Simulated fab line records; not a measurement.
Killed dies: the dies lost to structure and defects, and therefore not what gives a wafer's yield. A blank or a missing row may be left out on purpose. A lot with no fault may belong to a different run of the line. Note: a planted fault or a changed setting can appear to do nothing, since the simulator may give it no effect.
Split-lot study ; flow sfq line ; 23 wafers read from 5 lots, route of 325 steps

ABOUT THE SPLIT
At SFQ_TRILAYER_M7_DEP_SPUTTER_175 (material Nb, target thk 200 nm, time 133.3 s), the setting time s was moved away from the recipe's 133.3 s on 8 of the 23 wafers read, by -11.9% to +11.5%. All remaining wafers had this setting at the recipe value.

FROM THE SPLIT TO THE READING: what the file shows between them, 6 steps
- SFQ_M7_RS_MEAS_943: measures by four-point-probe
- SFQ_TRILAYER_M7_LITHO_COAT_177: resist thk 600 nm (also split here: spin rpm)
- SFQ_TRILAYER_M7_LITHO_SOFTBAKE_181
- SFQ_TRILAYER_M7_LITHO_EXPOSE_178: exposes mask M7, target cd 500 nm
- SFQ_TRILAYER_M7_LITHO_DEVELOP_179: time 60 s
- SFQ_TRILAYER_M7_BARC_OPEN_METAL_ETCH_229: etches BARC in O2, target depth 125 nm, time 41.7 s

THE READING
oes product au, in a.u., at SFQ_TRILAYER_M7_ETCH_METAL_ETCH_180 (etches Nb in Cl2/Ar, stops on SiO2, target depth 240 nm, time 120 s). On this fab line, fault-free wafers typically give 0.896 a.u. with a standard deviation of 0.0069 a.u.

wafer;tool, chamber at the split;time s as run, s;against the recipe;oes product au, a.u.;against lot-mates on the recipe
L074.2;pvd sputter-04, -;117.4;-11.9%;0.827;-0.059
L074.3;pvd sputter-04, -;133.3;recipe;0.886;-
L074.4;pvd sputter-04, -;133.3;recipe;0.883;-
L074.5;pvd sputter-04, -;117.4;-11.9%;0.833;-0.053
L074.6;pvd sputter-04, -;133.3;recipe;0.889;-
L076.1;pvd sputter-05, -;139.3;+4.5%;0.914;+0.017
L076.2;pvd sputter-05, -;133.3;recipe;0.888;-
L076.3;pvd sputter-05, -;133.3;recipe;0.906;-
L076.5;pvd sputter-05, -;139.3;+4.5%;0.914;+0.017
L076.6;pvd sputter-05, -;139.3;+4.5%;0.919;+0.022
L077.4;pvd sputter-04, -;133.3;recipe;0.895;-
L077.5;pvd sputter-04, -;133.3;recipe;0.897;-
L077.6;pvd sputter-04, -;133.3;recipe;0.893;-
L078.1;pvd sputter-06, -;133.3;recipe;0.898;-
L078.2;pvd sputter-06, -;148.6;+11.5%;0.946;+0.049
L078.3;pvd sputter-06, -;148.6;+11.5%;0.960;+0.063
L078.5;pvd sputter-06, -;133.3;recipe;0.896;-
L078.6;pvd sputter-06, -;148.6;+11.5%;0.957;+0.060
L079.1;pvd sputter-05, -;133.3;recipe;0.888;-
L079.2;pvd sputter-05, -;133.3;recipe;0.883;-
L079.3;pvd sputter-05, -;133.3;recipe;0.882;-
L079.4;pvd sputter-05, -;133.3;recipe;0.896;-
L079.5;pvd sputter-05, -;133.3;recipe;0.888;-

THE FIT
A straight line over all 23 wafers: oes product au changes by +0.00534 a.u. for each +1% of time s; r = +0.98; the points scatter about the line by 0.0062 a.u.
The same after taking each lot's own level away (the mean of its wafers on the recipe; 23 wafers): +0.00481 a.u. for each +1%; r = +0.99; scatter 0.0049 a.u.
Per that fit: largest time s move, reading shift of 0.057 a.u.
The lots' own levels span 0.8860 to 0.8970 a.u., that is 1.6 times the standard deviation above.
Hence the slope depends on the lot-to-lot level, as the two fits are not the same.
Check: with one of the wafers moved furthest among these (-11.9%) left out of the fit, the line predicts -0.0567 a.u. for it against its lot-mates. It came out at -0.059 a.u. against them.

FURTHER SPLITS ON THESE WAFERS
Other splits were also applied to these wafers ahead of the reading. Each is held against what the fit with the lots' levels taken away leaves over:
other split on the same wafers;wafers away from the commonest value;r with oes product au (lot level and that fit taken away)
SFQ_TRILAYER_M6_BARC_OPEN_METAL_ETCH_206 time s;6;+0.18
SFQ_TRILAYER_I6_VIA_LITHO_COAT_174 spin rpm;8;+0.07
SFQ_TRILAYER_I6_VIA_LITHO_PEB_172 peb temp c;4;+0.01
SFQ_TRILAYER_M7_LITHO_COAT_177 spin rpm;7;-0.21

THE WHOLE CHAIN: every reading that the file lists as answering this split, in the file's order
step;what it does;reading;change (the file's fit);r (the file's)
SFQ_TRILAYER_M7_DEP_SPUTTER_175;material Nb, target thk 200 nm, time 133.3 s;Nb_of_TRILAYER_M7_DEP_SPUTTER_175.thk nm (the simulator's own value, which no gauge read);+1.95 nm for each +1% of the setting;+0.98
SFQ_M7_RS_MEAS_943;measures by four-point-probe;M7_NB_RS;-0.00896 for each +1% of the setting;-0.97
SFQ_TRILAYER_M7_ETCH_METAL_ETCH_180;etches Nb in Cl2/Ar, stops on SiO2, target depth 240 nm, time 120 s;oes product au;+0.00479 a.u. for each +1% of the setting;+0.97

THE FILE'S OWN FIT
oes product au changes by +0.00479 a.u. for each +1% of time s, r = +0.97.
